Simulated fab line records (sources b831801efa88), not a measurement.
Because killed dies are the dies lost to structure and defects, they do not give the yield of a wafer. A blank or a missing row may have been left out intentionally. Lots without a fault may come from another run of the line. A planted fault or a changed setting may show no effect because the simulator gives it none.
Split-lot study / flow gf180mcu / route with 602 steps; 5 lots, 23 wafers read

== THE SPLIT ==
At GF_MIM_SPUTTER_04 (material TiN, target thk 50 nm, time 41.7 s), the setting power-w was moved away from the recipe's 6500 W on 12 of the 23 wafers read, by -5.4% to +9.7%. For the rest of the wafers, this setting stayed at what the recipe calls for.

Reading taken at the split's own step.

== THE READING ==
TiN_of_MIM_SPUTTER_04.thk-nm (the simulator's own value, which no gauge read), in nm, at GF_MIM_SPUTTER_04 (material TiN, target thk 50 nm, time 41.7 s). The file does not state a usual value for it. The 11 wafers here that ran the recipe average 49.91 nm, standard deviation 0.56 nm.

wafer=L075.2; tool, chamber at the split=pvd-sputter-02, -; power-w as run, W=7130; against the recipe=+9.7%; TiN_of_MIM_SPUTTER_04.thk-nm, nm=56.02; against lot-mates on the recipe=+5.21
wafer=L075.3; tool, chamber at the split=pvd-sputter-02, -; power-w as run, W=6500; against the recipe=recipe; TiN_of_MIM_SPUTTER_04.thk-nm, nm=50.78; against lot-mates on the recipe=-
wafer=L075.4; tool, chamber at the split=pvd-sputter-02, -; power-w as run, W=7130; against the recipe=+9.7%; TiN_of_MIM_SPUTTER_04.thk-nm, nm=54.68; against lot-mates on the recipe=+3.87
wafer=L075.5; tool, chamber at the split=pvd-sputter-02, -; power-w as run, W=7130; against the recipe=+9.7%; TiN_of_MIM_SPUTTER_04.thk-nm, nm=55.51; against lot-mates on the recipe=+4.70
wafer=L075.6; tool, chamber at the split=pvd-sputter-02, -; power-w as run, W=6500; against the recipe=recipe; TiN_of_MIM_SPUTTER_04.thk-nm, nm=50.84; against lot-mates on the recipe=-
wafer=L078.1; tool, chamber at the split=pvd-sputter-01, -; power-w as run, W=6500; against the recipe=recipe; TiN_of_MIM_SPUTTER_04.thk-nm, nm=50.29; against lot-mates on the recipe=-
wafer=L078.2; tool, chamber at the split=pvd-sputter-01, -; power-w as run, W=6903; against the recipe=+6.2%; TiN_of_MIM_SPUTTER_04.thk-nm, nm=53.63; against lot-mates on the recipe=+3.40
wafer=L078.3; tool, chamber at the split=pvd-sputter-01, -; power-w as run, W=6903; against the recipe=+6.2%; TiN_of_MIM_SPUTTER_04.thk-nm, nm=53.52; against lot-mates on the recipe=+3.29
wafer=L078.5; tool, chamber at the split=pvd-sputter-01, -; power-w as run, W=6903; against the recipe=+6.2%; TiN_of_MIM_SPUTTER_04.thk-nm, nm=53.48; against lot-mates on the recipe=+3.24
wafer=L078.6; tool, chamber at the split=pvd-sputter-01, -; power-w as run, W=6500; against the recipe=recipe; TiN_of_MIM_SPUTTER_04.thk-nm, nm=50.18; against lot-mates on the recipe=-
wafer=L079.1; tool, chamber at the split=pvd-sputter-02, -; power-w as run, W=6813; against the recipe=+4.8%; TiN_of_MIM_SPUTTER_04.thk-nm, nm=52.68; against lot-mates on the recipe=+2.91
wafer=L079.2; tool, chamber at the split=pvd-sputter-02, -; power-w as run, W=6813; against the recipe=+4.8%; TiN_of_MIM_SPUTTER_04.thk-nm, nm=52.28; against lot-mates on the recipe=+2.52
wafer=L079.3; tool, chamber at the split=pvd-sputter-02, -; power-w as run, W=6813; against the recipe=+4.8%; TiN_of_MIM_SPUTTER_04.thk-nm, nm=52.69; against lot-mates on the recipe=+2.92
wafer=L079.5; tool, chamber at the split=pvd-sputter-02, -; power-w as run, W=6500; against the recipe=recipe; TiN_of_MIM_SPUTTER_04.thk-nm, nm=49.72; against lot-mates on the recipe=-
wafer=L079.6; tool, chamber at the split=pvd-sputter-02, -; power-w as run, W=6500; against the recipe=recipe; TiN_of_MIM_SPUTTER_04.thk-nm, nm=49.81; against lot-mates on the recipe=-
wafer=L080.2; tool, chamber at the split=pvd-sputter-02, -; power-w as run, W=6500; against the recipe=recipe; TiN_of_MIM_SPUTTER_04.thk-nm, nm=48.84; against lot-mates on the recipe=-
wafer=L080.5; tool, chamber at the split=pvd-sputter-02, -; power-w as run, W=6500; against the recipe=recipe; TiN_of_MIM_SPUTTER_04.thk-nm, nm=49.78; against lot-mates on the recipe=-
wafer=L080.6; tool, chamber at the split=pvd-sputter-02, -; power-w as run, W=6500; against the recipe=recipe; TiN_of_MIM_SPUTTER_04.thk-nm, nm=49.42; against lot-mates on the recipe=-
wafer=L083.1; tool, chamber at the split=pvd-sputter-01, -; power-w as run, W=6500; against the recipe=recipe; TiN_of_MIM_SPUTTER_04.thk-nm, nm=49.85; against lot-mates on the recipe=-
wafer=L083.2; tool, chamber at the split=pvd-sputter-01, -; power-w as run, W=6152; against the recipe=-5.4%; TiN_of_MIM_SPUTTER_04.thk-nm, nm=47.69; against lot-mates on the recipe=-1.96
wafer=L083.3; tool, chamber at the split=pvd-sputter-01, -; power-w as run, W=6152; against the recipe=-5.4%; TiN_of_MIM_SPUTTER_04.thk-nm, nm=47.3; against lot-mates on the recipe=-2.35
wafer=L083.4; tool, chamber at the split=pvd-sputter-01, -; power-w as run, W=6152; against the recipe=-5.4%; TiN_of_MIM_SPUTTER_04.thk-nm, nm=47.5; against lot-mates on the recipe=-2.15
wafer=L083.5; tool, chamber at the split=pvd-sputter-01, -; power-w as run, W=6500; against the recipe=recipe; TiN_of_MIM_SPUTTER_04.thk-nm, nm=49.45; against lot-mates on the recipe=-

THE FIT
A straight line over all 23 wafers: TiN_of_MIM_SPUTTER_04.thk-nm changes by +0.539 nm for each +1% of power-w; r = +0.98; the points scatter about the line by 0.5 nm.
The same after taking each lot's own level away (the mean of its wafers on the recipe; 23 wafers): +0.475 nm for each +1%; r = +0.99; scatter 0.36 nm.
According to that fit, moving power-w by its largest amount changes the reading by 4.6 nm.
Across the lots, their own levels run from 49.347 to 50.810 nm, a range of 2.6 times the standard deviation given above.
Hence the slope depends on the lot-to-lot level, as the two fits are not the same.
Check: +4.67 nm against its lot-mates is what the line predicts for one of the wafers moved furthest among these (+9.7%) when that wafer is left out of the fit. Against them it came out at +5.21 nm.

== ADDITIONAL SPLITS CARRIED BY THESE WAFERS ==
Other splits were also applied to these wafers ahead of the reading. Each is held against what the fit with the lots' levels taken away leaves over:
other split on the same wafers=GF_M3_SPUTTER_02 chamber-pressure-pa; wafers away from the commonest value=18; r with TiN_of_MIM_SPUTTER_04.thk-nm (lot level and that fit taken away)=-0.09
other split on the same wafers=GF_V3_CVD_00 sih4-flow-sccm; wafers away from the commonest value=9; r with TiN_of_MIM_SPUTTER_04.thk-nm (lot level and that fit taken away)=-0.05
other split on the same wafers=GF_V3_SPUTTER_22 time-s; wafers away from the commonest value=4; r with TiN_of_MIM_SPUTTER_04.thk-nm (lot level and that fit taken away)=+0.34
other split on the same wafers=GF_V4_COAT_09 resist-thk-nm; wafers away from the commonest value=6; r with TiN_of_MIM_SPUTTER_04.thk-nm (lot level and that fit taken away)=-0.33
other split on the same wafers=GF_V4_PEB_12 peb-time-s; wafers away from the commonest value=12; r with TiN_of_MIM_SPUTTER_04.thk-nm (lot level and that fit taken away)=+0.02
other split on the same wafers=GF_V4_SPUTTER_22 time-s; wafers away from the commonest value=12; r with TiN_of_MIM_SPUTTER_04.thk-nm (lot level and that fit taken away)=-0.11

== THE FILE'S OWN FIT ==
TiN_of_MIM_SPUTTER_04.thk-nm changes by +0.488 nm for each +1% of power-w, r = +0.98.
